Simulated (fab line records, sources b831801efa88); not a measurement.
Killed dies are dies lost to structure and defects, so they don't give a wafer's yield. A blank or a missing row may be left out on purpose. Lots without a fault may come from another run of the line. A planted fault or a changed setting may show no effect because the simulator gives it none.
fab line records | flow gf180mcu
record lots=24 wafers=72 last_day=34
route steps=602 shown HV_LDD@195 SALICIDE@280 CONTACT@309 V1@337
lots that met no fault: from a run of the same line without faults
start_h: hours from the record's first day to the start of the lot's first wafer shown | wait_h: hours since the lot's step before | " the same as in the row above | L1.1+2: a row that stands for several wafers | - no value, or no start given | * or withheld: withheld | < > ~ a bound
route shown NAME@n: a module of which the file shows steps, and the number in the route of the first | usual: mean/standard deviation of fault-free wafers | same: alike in all rows | chamber/n: place in a boat | sites: the reading at each site | _std_site: their standard deviation | _edge_site: outer sites' mean less inner sites' | radius_mm: how far each site lies from the wafer's centre | mask NAME#n: copy n | behind: the tool/chamber that last shaped the wafer | hold: why the lot was held/for how many hours/how that ended | device: the transistor (n, p or np) that didn't switch | end of line: the same wafers' tests at the end of the route | a step without rows: its recipe alone | killed: dies lost to structure and defects at the first sort, not the wafer's yield | map: a wafer's dies, x killed, . not, _ none there
set.NAME: the setting as run; set.NAME@STEP: as run at that earlier step | model.NAME: the simulator's own value behind a step, which no gauge read
steps of the route over a sample of lots; a table a step, a row a wafer
services: from which hour (start_h, from the record's first day; less than 0 if before it) a tool's chamber was out of use, for how many hours, and why
## steps
# step GF_HV_LDD_CD_MEAS_19
# recipe target_cd_nm=400
# usual cd_nm=399.2/1.9
# columns lot.wafer tool chamber start_h wait_h cd_nm
L074.2 cd_sem-01 - 234.31 0.1 399.6
L074.4 " - " " 401.2
L074.6 " - " " 401.0
L075.2 cd_sem-02 - 241.74 0.1 400.4
L075.5 " - " " 399.1
L075.6 " - " " 399.9
L076.2 cd_sem-01 - 251.22 0.1 399.2
L076.3 " - " " 398.0
L076.5 " - " " 399.6
L077.3 cd_sem-01 - 261.63 0.1 396.9
L077.5 " - " " 398.2
L077.6 " - " " 399.3
L078.2 cd_sem-01 - 270.14 0.1 401.7
L078.3 " - " " 399.6
L078.5 " - " " 397.8
L079.1 cd_sem-02 - 276.04 0.1 396.1
L079.5 " - " " 395.5
L079.6 " - " " 397.2
L080.2 cd_sem-01 - 287.41 0.1 398.6
L080.3 " - " " 399.5
L080.6 " - " " 400.8
L081.1 cd_sem-01 - 289.24 0.1 397.4
L081.4 " - " " 396.6
L081.6 " - " " 398.9
L082.2 cd_sem-01 - 298.91 0.1 399.7
L082.4 " - " " 398.7
L082.5 " - " " 398.5
L083.1 cd_sem-02 - 305.89 0.1 399.9
L083.3 " - " " 397.8
L083.6 " - " " 402.0
L084.1 cd_sem-02 - 313.94 0.1 396.6
L084.2 " - " " 397.2
L084.3 " - " " 397.2
L085.1 cd_sem-01 - 320.10 0.1 397.1
L085.5 " - " " 398.3
L085.6 " - " " 400.9
L086.2 cd_sem-01 - 331.09 0.1 400.5
L086.3 " - " " 400.5
L086.5 " - " " 400.6
L087.2 cd_sem-02 - 335.31 0.2 402.5
L087.3 " - " " 399.3
L087.6 " - " " 404.0
L088.1 cd_sem-01 - 342.47 0.1 398.3
L088.2 " - " " 398.3
L088.3 " - " " 396.6
L089.1 cd_sem-01 - 352.27 0.1 401.1
L089.4 " - " " 401.5
L089.6 " - " " 399.6
L090.2 cd_sem-02 - 358.47 0.1 399.0
L090.3 " - " " 399.5
L090.6 " - " " 401.2
L091.1 cd_sem-02 - 367.29 0.1 399.3
L091.2 " - " " 397.9
L091.4 " - " " 398.1
L092.3 cd_sem-01 - 376.21 0.1 396.9
L092.5 " - " " 395.6
L092.6 " - " " 395.3
L093.1 cd_sem-01 - 383.59 0.1 397.1
L093.3 " - " " 397.8
L093.6 " - " " 396.9
L094.4 cd_sem-02 - 389.78 0.1 399.7
L094.5 " - " " 399.3
L094.6 " - " " 398.4
L095.3 cd_sem-01 - 400.09 0.1 399.1
L095.5 " - " " 401.9
L095.6 " - " " 401.8
L096.1 cd_sem-02 - 406.22 0.1 397.8
L096.3 " - " " 396.9
L096.6 " - " " 398.5
L097.1 cd_sem-02 - 414.87 0.1 399.3
L097.2 " - " " 400.0
L097.4 " - " " 400.0
# step GF_HV_LDD_RTA_52
# recipe temp_c=1000 time_s=10 ambient=N2
# usual lamp_power_pct=35.7/2.7 wafer_temp_C_max=1004.3/1.4
# same time_s=10
# columns lot.wafer tool chamber start_h wait_h lamp_power_pct wafer_temp_C_max
L074.2 rtp_anneal-01 0 273.18 0.0 33.5 1006.0
L074.4 " 0 " " 33.5 1007.6
L074.6 " 0 " " 33.4 1005.0
L075.2 rtp_anneal-01 0 282.75 0.0 33.4 1005.2
L075.5 " 0 " " 33.5 1004.8
L075.6 " 0 " " 33.5 1006.0
L076.2 rtp_anneal-01 0 291.20 0.0 33.4 1003.1
L076.3 " 0 " " 33.5 1004.8
L076.5 " 0 " " 33.5 1006.6
L077.3 rtp_anneal-01 0 302.79 0.0 33.4 1005.5
L077.5 " 0 " " 33.5 1003.4
L077.6 " 0 " " 33.5 1006.2
L078.2 rtp_anneal-02 0 312.10 0.0 38.9 1003.2
L078.3 " 0 " " 38.9 1003.2
L078.5 " 0 " " 38.9 1002.8
L079.1 rtp_anneal-02 0 318.68 0.0 38.9 1003.5
L079.5 " 0 " " 38.9 1002.3
L079.6 " 0 " " 38.9 1003.7
L080.2 rtp_anneal-02 0 329.75 0.0 39.0 1001.9
L080.3 " 0 " " 38.9 1001.9
L080.6 " 0 " " 38.9 1001.8
L081.1 rtp_anneal-01 0 333.13 0.0 33.5 1006.3
L081.4 " 0 " " 33.5 1007.2
L081.6 " 0 " " 33.5 1004.2
L082.2 rtp_anneal-02 0 343.28 0.0 38.9 1003.1
L082.4 " 0 " " 39.0 1004.1
L082.5 " 0 " " 38.9 1002.7
L083.1 rtp_anneal-02 0 349.78 0.0 38.9 1003.6
L083.3 " 0 " " 39.0 1003.7
L083.6 " 0 " " 38.9 1002.5
L084.1 rtp_anneal-01 0 358.21 0.0 33.5 1004.8
L084.2 " 0 " " 33.4 1006.1
L084.3 " 0 " " 33.4 1005.0
L085.1 rtp_anneal-02 0 365.27 0.0 38.9 1002.8
L085.5 " 0 " " 39.0 1002.5
L085.6 " 0 " " 38.9 1001.8
L086.2 rtp_anneal-01 0 377.00 0.0 33.5 1005.8
L086.3 " 0 " " 33.5 1006.0
L086.5 " 0 " " 33.5 1004.3
L087.2 rtp_anneal-01 0 380.68 0.0 33.5 1004.7
L087.3 " 0 " " 33.4 1004.5
L087.6 " 0 " " 33.4 1005.7
L088.1 rtp_anneal-01 0 388.54 0.0 33.5 1004.2
L088.2 " 0 " " 33.5 1004.3
L088.3 " 0 " " 33.5 1005.2
L089.1 rtp_anneal-02 0 399.42 0.0 38.9 1003.0
L089.4 " 0 " " 38.9 1003.0
L089.6 " 0 " " 38.9 1003.6
L090.2 rtp_anneal-02 0 405.80 0.0 38.9 1003.2
L090.3 " 0 " " 38.9 1002.9
L090.6 " 0 " " 38.9 1002.5
L091.1 rtp_anneal-01 0 415.10 0.0 33.5 1005.5
L091.2 " 0 " " 33.5 1006.4
L091.4 " 0 " " 33.5 1005.1
L092.3 rtp_anneal-02 0 424.69 0.0 38.9 1002.9
L092.5 " 0 " " 38.9 1002.9
L092.6 " 0 " " 38.9 1002.6
L093.1 rtp_anneal-01 0 432.86 0.0 33.4 1003.9
L093.3 " 0 " " 33.4 1005.2
L093.6 " 0 " " 33.5 1005.3
L094.4 rtp_anneal-01 0 439.22 0.0 33.5 1004.7
L094.5 " 0 " " 33.5 1004.5
L094.6 " 0 " " 33.5 1003.7
L095.3 rtp_anneal-02 0 449.81 0.0 38.9 1003.8
L095.5 " 0 " " 39.0 1003.1
L095.6 " 0 " " 39.0 1002.9
L096.1 rtp_anneal-01 0 456.71 0.0 33.4 1005.4
L096.3 " 0 " " 33.4 1005.3
L096.6 " 0 " " 33.5 1005.8
L097.1 rtp_anneal-01 0 465.24 0.0 33.5 1004.3
L097.2 " 0 " " 33.4 1004.0
L097.4 " 0 " " 33.5 1004.7
# step GF_SALICIDE_SPUTTER_02
# recipe material=Co target_thk_nm=10 power_w=1000 time_s=20 chamber_pressure_pa=0.4
# usual throttle_valve_pct=30.2/0.61
# same time_s=20
# columns lot.wafer tool chamber start_h wait_h throttle_valve_pct
L074.2 pvd_sputter-03 - 338.96 0.0 28.8
L074.4 " - " " 30.8
L074.6 " - " " 29.3
L075.2 pvd_sputter-04 - 349.52 0.0 30.1
L075.5 " - " " 30.6
L075.6 " - " " 30.6
L076.2 pvd_sputter-03 - 359.25 0.0 28.9
L076.3 " - " " 30.3
L076.5 " - " " 30.8
L077.3 pvd_sputter-03 - 372.25 0.0 30.3
L077.5 " - " " 29.5
L077.6 " - " " 28.7
L078.2 pvd_sputter-04 - 382.46 0.0 30.7
L078.3 " - " " 30.6
L078.5 " - " " 30.7
L079.1 pvd_sputter-01 - 389.06 0.0 30.4
L079.5 " - " " 30.7
L079.6 " - " " 30.2
L080.2 pvd_sputter-03 - 402.50 0.0 29.5
L080.3 " - " " 30.5
L080.6 " - " " 30.2
L081.1 pvd_sputter-03 - 404.39 0.0 29.0
L081.4 " - " " 29.4
L081.6 " - " " 29.2
L082.2 pvd_sputter-03 - 418.80 0.0 29.2
L082.4 " - " " 29.8
L082.5 " - " " 30.9
L083.1 pvd_sputter-01 - 424.33 0.0 30.5
L083.3 " - " " 30.2
L083.6 " - " " 30.3
L084.1 pvd_sputter-04 - 432.91 0.0 30.1
L084.2 " - " " 30.4
L084.3 " - " " 30.7
L085.1 pvd_sputter-03 - 442.00 0.0 30.6
L085.5 " - " " 30.7
L085.6 " - " " 28.9
L086.2 pvd_sputter-04 - 453.97 0.0 30.5
L086.3 " - " " 30.6
L086.5 " - " " 30.7
L087.2 pvd_sputter-03 - 457.42 0.0 31.1
L087.3 " - " " 29.3
L087.6 " - " " 30.8
L088.1 pvd_sputter-03 - 465.68 0.0 29.3
L088.2 " - " " 29.1
L088.3 " - " " 30.2
L089.1 pvd_sputter-04 - 475.35 0.0 30.5
L089.4 " - " " 30.1
L089.6 " - " " 30.3
L090.2 pvd_sputter-01 - 484.73 0.0 30.7
L090.3 " - " " 30.6
L090.6 " - " " 30.5
L091.1 pvd_sputter-01 - 493.00 0.0 30.1
L091.2 " - " " 30.3
L091.4 " - " " 30.5
L092.3 pvd_sputter-01 - 502.44 0.0 30.3
L092.5 " - " " 30.1
L092.6 " - " " 30.5
L093.1 pvd_sputter-03 - 510.53 0.0 30.2
L093.3 " - " " 28.8
L093.6 " - " " 30.4
L094.4 pvd_sputter-01 - 515.88 0.0 30.2
L094.5 " - " " 30.1
L094.6 " - " " 30.4
L095.3 pvd_sputter-04 - 525.83 0.0 30.5
L095.5 " - " " 30.4
L095.6 " - " " 30.0
L096.1 pvd_sputter-01 - 532.57 0.0 30.0
L096.3 " - " " 30.6
L096.6 " - " " 30.1
L097.1 pvd_sputter-04 - 542.06 0.0 30.7
L097.2 " - " " 30.5
L097.4 " - " " 30.1
# step GF_CONTACT_SPUTTER_22
# recipe material=Ti target_thk_nm=15 chamber_pressure_pa=5 power_w=2500 substrate_temp_c=200 time_s=80.02
# usual throttle_valve_pct=30.6/1.1
# same time_s=80.02
# columns lot.wafer tool chamber start_h wait_h throttle_valve_pct
L074.2 pvd_sputter-02 - 362.53 0.0 28.7
L074.4 " - " " 30.1
L074.6 " - " " 33.0
L075.2 pvd_sputter-02 - 373.89 0.0 33.3
L075.5 " - " " 28.9
L075.6 " - " " 29.8
L076.2 pvd_sputter-02 - 382.93 0.0 31.0
L076.3 " - " " 30.0
L076.5 " - " " 33.3
L077.3 pvd_sputter-04 - 396.62 0.0 30.6
L077.5 " - " " 30.7
L077.6 " - " " 30.6
L078.2 pvd_sputter-04 - 407.75 0.0 30.6
L078.3 " - " " 30.5
L078.5 " - " " 30.9
L079.1 pvd_sputter-04 - 414.50 0.0 30.7
L079.5 " - " " 30.5
L079.6 " - " " 30.8
L080.2 pvd_sputter-01 - 428.72 0.0 30.4
L080.3 " - " " 30.5
L080.6 " - " " 30.4
L081.1 pvd_sputter-01 - 430.12 0.0 30.4
L081.4 " - " " 30.6
L081.6 " - " " 30.8
L082.2 pvd_sputter-04 - 444.87 0.0 30.0
L082.4 " - " " 30.7
L082.5 " - " " 30.9
L083.1 pvd_sputter-02 - 450.64 0.0 31.1
L083.3 " - " " 33.3
L083.6 " - " " 31.0
L084.1 pvd_sputter-02 - 459.48 0.0 33.0
L084.2 " - " " 30.3
L084.3 " - " " 29.3
L085.1 pvd_sputter-02 - 468.23 0.0 29.0
L085.5 " - " " 30.1
L085.6 " - " " 33.3
L086.2 pvd_sputter-02 - 480.16 0.0 33.0
L086.3 " - " " 28.9
L086.5 " - " " 30.1
L087.2 pvd_sputter-02 - 483.46 0.0 29.0
L087.3 " - " " 31.2
L087.6 " - " " 30.2
L088.1 pvd_sputter-04 - 491.91 0.0 30.1
L088.2 " - " " 30.8
L088.3 " - " " 30.6
L089.1 pvd_sputter-01 - 501.08 0.0 30.1
L089.4 " - " " 31.0
L089.6 " - " " 30.1
L090.2 pvd_sputter-02 - 510.36 0.0 30.2
L090.3 " - " " 29.2
L090.6 " - " " 33.0
L091.1 pvd_sputter-04 - 518.68 0.0 30.9
L091.2 " - " " 30.7
L091.4 " - " " 30.1
L092.3 pvd_sputter-02 - 527.86 0.0 30.1
L092.5 " - " " 30.4
L092.6 " - " " 31.1
L093.1 pvd_sputter-02 - 535.33 0.0 30.4
L093.3 " - " " 33.2
L093.6 " - " " 30.2
L094.4 pvd_sputter-02 - 540.21 0.0 31.0
L094.5 " - " " 30.4
L094.6 " - " " 30.9
L095.3 pvd_sputter-02 - 550.26 0.0 29.2
L095.5 " - " " 30.2
L095.6 " - " " 28.8
L096.1 pvd_sputter-04 - 556.96 0.0 29.9
L096.3 " - " " 30.7
L096.6 " - " " 30.9
L097.1 pvd_sputter-02 - 566.21 0.0 31.1
L097.2 " - " " 30.1
L097.4 " - " " 32.9
# step GF_V1_CVD_02
# recipe material=SiO2 target_thk_nm=850 precursor=TEOS temp_c=400 time_s=94.851 rf_w=600
# usual heater_power_w=672/83
# same time_s=94.851
# columns lot.wafer tool chamber start_h wait_h heater_power_w
L074.2 pecvd-04 0 386.41 0.0 648
L074.4 " 1 " " 658
L074.6 " 0 " " 676
L075.2 pecvd-04 2 399.12 0.0 819
L075.5 " 1 " " 570
L075.6 " 0 " " 665
L076.2 pecvd-02 0 408.71 0.0 605
L076.3 " 2 " " 625
L076.5 " 2 " " 675
L077.3 pecvd-03 2 421.85 0.0 655
L077.5 " 1 " " 684
L077.6 " 2 " " 536
L078.2 pecvd-02 1 433.93 0.0 746
L078.3 " 2 " " 605
L078.5 " 2 " " 651
L079.1 pecvd-03 2 440.51 0.1 658
L079.5 " 0 " " 722
L079.6 " 2 " " 527
L080.2 pecvd-04 0 456.30 0.0 681
L080.3 " 1 " " 603
L080.6 " 1 " " 655
L081.1 pecvd-03 1 456.86 0.1 782
L081.4 " 2 " " 614
L081.6 " 0 " " 596
L082.2 pecvd-03 2 471.13 0.0 570
L082.4 " 2 " " 612
L082.5 " 1 " " 855
L083.1 pecvd-03 1 476.49 0.1 806
L083.3 " 2 " " 564
L083.6 " 1 " " 828
L084.1 pecvd-02 1 485.40 0.1 684
L084.2 " 0 " " 612
L084.3 " 2 " " 576
L085.1 pecvd-02 2 494.89 0.1 647
L085.5 " 0 " " 637
L085.6 " 2 " " 546
L086.2 pecvd-04 0 506.22 0.0 681
L086.3 " 2 " " 797
L086.5 " 1 " " 553
L087.2 pecvd-04 2 508.91 0.0 785
L087.3 " 1 " " 675
L087.6 " 2 " " 652
L088.1 pecvd-02 1 517.91 0.1 767
L088.2 " 0 " " 626
L088.3 " 2 " " 649
L089.1 pecvd-03 0 526.05 0.1 694
L089.4 " 0 " " 735
L089.6 " 1 " " 785
L090.2 pecvd-03 2 535.33 0.0 688
L090.3 " 0 " " 655
L090.6 " 2 " " 528
L091.1 pecvd-03 0 543.41 0.1 624
L091.2 " 2 " " 622
L091.4 " 2 " " 654
L092.3 pecvd-02 1 551.85 0.0 772
L092.5 " 0 " " 655
L092.6 " 1 " " 634
L093.1 pecvd-04 2 560.10 0.1 752
L093.3 " 0 " " 610
L093.6 " 0 " " 677
L094.4 pecvd-03 1 563.96 0.1 822
L094.5 " 0 " " 726
L094.6 " 2 " " 647
L095.3 pecvd-02 0 573.94 0.0 528
L095.5 " 1 " " 732
L095.6 " 0 " " 586
L096.1 pecvd-03 0 580.87 0.1 612
L096.3 " 2 " " 672
L096.6 " 2 " " 517
L097.1 pecvd-04 2 589.55 0.1 705
L097.2 " 1 " " 679
L097.4 " 1 " " 552
# step GF_V1_ETCH_16
# recipe chemistry=N2/H2 target_depth_a=withheld overetch_a=withheld time_s=withheld target=BARC ion_energy_ev=200 source_w=500 bias_w=100 pressure_mtorr=30 n2_flow_sccm=100 h2_flow_sccm=200
# usual drypump_motor_current_A=5.7/0.36 oes_product_au=0.854/0.0046 throttle_valve_pct=13.225/0.0088
# columns lot.wafer tool chamber start_h wait_h drypump_motor_current_A oes_product_au throttle_valve_pct
L074.2 rie_diel-03 2 410.97 0.0 5.5 0.854 13.225
L074.4 " 0 " " 5.8 0.848 13.227
L074.6 " 2 " " 5.5 0.863 13.224
L075.2 rie_diel-03 0 423.71 0.0 5.8 0.857 13.231
L075.5 " 3 " " 5.7 0.851 13.221
L075.6 " 0 " " 5.8 0.862 13.224
L076.2 rie_diel-03 2 434.17 0.0 5.5 0.851 13.232
L076.3 " 3 " " 5.7 0.855 13.227
L076.5 " 1 " " 6.5 0.853 13.222
L077.3 rie_diel-04 3 447.37 0.0 5.6 0.855 13.218
L077.5 " 0 " " 5.5 0.851 13.221
L077.6 " 2 " " 5.8 0.854 13.220
L078.2 rie_diel-01 0 459.22 0.0 6.5 0.856 13.230
L078.3 " 2 " " 5.6 0.849 13.217
L078.5 " 2 " " 5.6 0.855 13.228
L079.1 rie_diel-04 0 465.37 0.0 5.5 0.858 13.229
L079.5 " 1 " " 5.3 0.864 13.218
L079.6 " 0 " " 5.5 0.848 13.213
L080.2 rie_diel-03 3 481.72 0.0 5.7 0.862 13.221
L080.3 " 2 " " 5.5 0.859 13.217
L080.6 " 2 " " 5.5 0.859 13.235
L081.1 rie_diel-04 2 482.02 0.0 5.8 0.853 13.230
L081.4 " 1 " " 5.2 0.864 13.222
L081.6 " 3 " " 5.6 0.856 13.238
L082.2 rie_diel-03 3 495.87 0.0 5.7 0.854 13.226
L082.4 " 0 " " 5.8 0.852 13.224
L082.5 " 0 " " 5.8 0.852 13.217
L083.1 rie_diel-04 0 501.45 0.0 5.5 0.853 13.231
L083.3 " 3 " " 5.6 0.858 13.218
L083.6 " 1 " " 5.3 0.855 13.222
L084.1 rie_diel-03 3 509.87 0.0 5.7 0.856 13.238
L084.2 " 1 " " 6.5 0.853 13.225
L084.3 " 2 " " 5.5 0.855 13.241
L085.1 rie_diel-04 2 518.80 0.0 5.8 0.855 13.232
L085.5 " 1 " " 5.2 0.852 13.246
L085.6 " 0 " " 5.5 0.856 13.215
L086.2 rie_diel-03 0 530.57 0.0 5.8 0.859 13.235
L086.3 " 3 " " 5.7 0.853 13.243
L086.5 " 2 " " 5.5 0.858 13.231
L087.2 rie_diel-04 2 532.67 0.0 5.8 0.847 13.220
L087.3 " 3 " " 5.6 0.847 13.222
L087.6 " 1 " " 5.3 0.850 13.214
L088.1 rie_diel-04 1 541.67 0.0 5.3 0.856 13.233
L088.2 " 3 " " 5.6 0.853 13.242
L088.3 " 2 " " 5.8 0.856 13.226
L089.1 rie_diel-04 3 549.66 0.0 5.6 0.855 13.216
L089.4 " 0 " " 5.5 0.855 13.241
L089.6 " 2 " " 5.8 0.852 13.214
L090.2 rie_diel-04 2 558.97 0.0 5.8 0.852 13.244
L090.3 " 0 " " 5.4 0.844 13.219
L090.6 " 3 " " 5.5 0.862 13.222
L091.1 rie_diel-04 0 566.67 0.0 5.5 0.851 13.221
L091.2 " 1 " " 5.3 0.851 13.227
L091.4 " 2 " " 5.8 0.851 13.218
L092.3 rie_diel-04 0 575.02 0.0 5.4 0.849 13.207
L092.5 " 3 " " 5.6 0.859 13.228
L092.6 " 0 " " 5.4 0.858 13.238
L093.1 rie_diel-04 3 583.05 0.0 5.6 0.853 13.225
L093.3 " 1 " " 5.3 0.859 13.230
L093.6 " 3 " " 5.6 0.858 13.220
L094.4 rie_diel-01 0 585.92 0.0 6.5 0.849 13.224
L094.5 " 3 " " 5.5 0.863 13.225
L094.6 " 0 " " 6.5 0.853 13.223
L095.3 rie_diel-01 0 595.92 0.0 6.5 0.851 13.224
L095.5 " 3 " " 5.5 0.850 13.222
L095.6 " 0 " " 6.5 0.857 13.221
L096.1 rie_diel-03 3 602.87 0.0 5.6 0.856 13.219
L096.3 " 1 " " 6.6 0.854 13.224
L096.6 " 0 " " 5.8 0.862 13.238
L097.1 rie_diel-03 2 611.70 0.0 5.5 0.848 13.211
L097.2 " 1 " " 6.6 0.853 13.230
L097.4 " 3 " " 5.7 0.853 13.217
## services
# columns tool chamber start_h hours kind
rie_diel-03 0 253.22 3.9 repair
rie_diel-04 0 255.37 13.6 repair
pvd_sputter-03 - 260.83 1.7 repair
pvd_sputter-04 - 261.43 6.9 repair
pvd_sputter-01 - 286.08 0.9 repair
rie_diel-04 0 305.48 1.9 repair
pecvd-03 - 338.85 14.0 repair
rie_diel-03 1 363.09 10.5 repair
pvd_sputter-01 - 364.23 1.6 repair
rtp_anneal-02 - 373.79 5.0 pm
pecvd-03 - 422.03 1.7 repair
rie_diel-04 0 425.46 6.8 repair
pvd_sputter-01 - 425.80 1.9 repair
rie_diel-04 3 437.19 9.9 repair
rie_diel-03 1 478.43 7.7 repair
pvd_sputter-02 - 508.40 1.1 repair
rtp_anneal-01 - 523.11 5.0 pm
pecvd-03 - 537.38 5.3 repair
pecvd-03 - 567.87 0.5 repair
rie_diel-03 0 568.71 9.6 repair
rie_diel-04 1 577.10 4.0 repair
pvd_sputter-02 - 586.35 5.3 repair
pecvd-03 1 591.13 25.2 repair
pvd_sputter-01 - 609.38 2.2 repair
## key
fault none
